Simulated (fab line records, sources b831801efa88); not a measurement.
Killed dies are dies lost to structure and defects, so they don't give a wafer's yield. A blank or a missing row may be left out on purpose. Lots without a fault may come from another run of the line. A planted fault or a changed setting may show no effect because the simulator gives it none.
A struck lot beside a sound one | flow sky130 | 15 steps out of a route of 708
Sound: wafers L117.2, L117.3, L117.4. Struck: wafers L128.2, L128.4, L128.5. The cause comes at the end.
At each step with rows: each side's tool, then ch and its chambers, then its first start. Under that, the readings that differ: sound wafers | struck wafers | difference of the means | sigmas: that difference in standard deviations of wafers without a fault.
alike: readings whose means differ by less than 2 such deviations, and words and numbers that are the same on both sides. not compared: withheld readings, readings that some wafer has no value for, bounds like >300 that may hide the same value, and numbers for which the record gives no deviation and whose values overlap.
The two part at a step that has a row with sigmas, a row that says differs or no value, or rows on one side only. Numbers that don't overlap but have no deviation are shown without sigmas and don't part them. A reading that every wafer of one side lacks parts them only if that side has two wafers or more.

first, 1 step without rows for these wafers: SKY_PASSIVATION_DEVELOP_10 (develop time 60 s).
SKY_PASSIVATION_ETCH_11: etches the open film in CF4/O2, stops on AlCu, target depth 725 nm, time 161.1 s.
  sound on rie_diel-03 ch 0,1,2, day 45 04:10; struck on rie_diel-01 ch 0,3, day 48 02:55
  alike: drypump_motor_current_A, oes_product_au, throttle_valve_pct
  not compared: rf_hours_counter_h
SKY_PASSIVATION_STRIP_12: strips in O2/N2.
  sound on plasma_asher-01 ch 0,1, day 45 04:16; struck on plasma_asher-02 ch 0, day 48 03:02
  alike: drypump_motor_current_A, n2_flow_sccm, oes_product_au, strip_time_to_endpoint_s
  not compared: rf_hours_counter_h
then, 7 steps without rows for these wafers: SKY_PAD_OPEN_DEHYDRATE_00 (time 60 s); SKY_PAD_OPEN_HMDS_01 (prime time 60 s); SKY_PAD_OPEN_COAT_02 (resist thk 3000 nm); SKY_PAD_OPEN_SOFTBAKE_03; SKY_PAD_OPEN_EXPOSE_04 (exposes mask PDM, target cd 60000 nm); SKY_PAD_OPEN_PEB_05; SKY_PAD_OPEN_DEVELOP_06 (develop time 60 s).
SKY_PAD_OPEN_ETCH_07: etches the open film in CF4/O2, stops on AlCu, target depth 725 nm, time 161.1 s.
  sound on rie_diel-04 ch 1,2,3, day 46 01:30; struck on rie_diel-04 ch 1,2,3, day 48 21:21
  alike: drypump_motor_current_A, oes_product_au, throttle_valve_pct
  not compared: rf_hours_counter_h
SKY_PAD_OPEN_STRIP_08: strips in O2/N2.
  sound on plasma_asher-03 ch 0,1, day 46 01:37; struck on plasma_asher-03 ch 0,1, day 48 21:28
  alike: drypump_motor_current_A, n2_flow_sccm, oes_product_au
  not compared: rf_hours_counter_h
SKY_PAD_OPEN_STRIP_09: strips in post etch residue remover, time 1200 s.
  sound on wet_bench-02 ch 2, day 46 01:43; struck on wet_bench-03 ch 3, day 48 21:34
  reading          | sound          | struck         | difference | sigmas
  run_length_s (s) | 1225 1225 1225 | 1080 1080 1080 | -145       | -38
then, 1 step without rows for these wafers: SKY_PAD_OPEN_CLEAN_10 (cleans in IPA, time 180 s).
SKY_PAD_OPEN_PROBE_99:
  sound on prober-01, day 46 03:52; struck on prober-01, day 48 23:46
  alike: defect_limited_yield, killed_at_M0_to_M3, killed_at_M4_up, killed_at_contacts, killed_at_front_end, killed_at_other, killed_dies, killed_on_rim, killed_open, killed_short, sort_bin_3_pad_short, sort_bin_5_function, sort_bin_6_memory, sort_n_pass, sort_yield_pct

WHERE THEY PART
Only at SKY_PAD_OPEN_STRIP_09, within this record. Later steps at which nothing parts them and some readings are alike: SKY_PAD_OPEN_PROBE_99.

WHY: what the simulator had put in
Process parameter drift: wet_bench-03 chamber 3, from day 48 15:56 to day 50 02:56, at SKY_PAD_OPEN_STRIP_09. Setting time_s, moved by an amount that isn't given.
